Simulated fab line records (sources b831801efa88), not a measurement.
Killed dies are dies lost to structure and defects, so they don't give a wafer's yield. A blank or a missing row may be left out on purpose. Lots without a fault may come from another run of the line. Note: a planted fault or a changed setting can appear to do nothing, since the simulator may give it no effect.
Matching of chambers ; flow sky130 ; SKY_POLY_GATE_ETCH_17 on rie si-01: 4 sister chambers
The step etches poly-Si in HBr/Cl2, stops on SiO2, target depth 180 nm, time 70.5 s. 14 wafers are shown with their chamber, then 6 later ones without.

WAFERS PAIRED WITH THEIR CHAMBERS
wafer;chamber;drypump motor current A (A);throttle valve pct (%);chamber pressure mTorr (mTorr)
L887.1;3;6.6;33.666;9.991
L887.2;0;5.7;33.699;9.998
L887.5;1;6.1;33.688;10.000
L889.2;3;6.6;33.677;9.998
L889.3;2;6.1;33.697;10.007
L889.5;0;5.8;33.686;9.995
L890.2;2;6.1;33.673;10.004
L890.3;3;6.6;33.684;10.004
L890.5;1;6.1;33.682;9.993
L893.2;1;6.1;33.685;9.998
L893.4;1;6.1;33.662;9.999
L893.5;0;5.8;33.686;9.994
L896.1;2;6.1;33.676;9.992
L896.4;3;6.6;33.672;9.973

SIGNATURES (averages over the wafers above)
reading;chamber 0;chamber 1;chamber 2;chamber 3;scatter within a chamber
drypump motor current A;5.767;6.100;6.100;6.600;0.0258
throttle valve pct;33.69033;33.67925;33.68200;33.67475;0.0102
chamber pressure mTorr;9.99567;9.99750;10.00100;9.99150;0.00839
Rule: a wafer lies at a distance from a chamber equal to the root of the sum of squares, over the readings, of (its reading less the chamber's mean, divided by the reading's scatter). The wafer belongs to the nearest chamber; if the next one is less than 2 further off, it can't be placed. The scatter: the root of (the sum of the squares of (reading less its chamber's mean) over the shown wafers, divided by (wafers less chambers)).

WAFERS WITH NO CHAMBER GIVEN
wafer;drypump motor current A (A);throttle valve pct (%);chamber pressure mTorr (mTorr)
L896.5;6.1;33.689;10.003
L897.2;6.2;33.678;10.001
L897.5;6.1;33.701;10.001
L897.6;6.6;33.672;10.012
L905.1;5.8;33.683;10.014
L905.6;5.8;33.685;10.015

CHAMBER TAKEN BY EACH
wafer;from the rows above;in truth
L896.5;can't be placed: 2 or 1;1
L897.2;can't be placed: 2 or 1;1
L897.5;can't be placed: 2 or 1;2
L897.6;3;3
L905.1;0;0
L905.6;0;0
3 of 6 placed correctly. Cannot be placed on the basis of these rows: 3; the candidates contain the true chamber in 3. 0 placed wrongly.
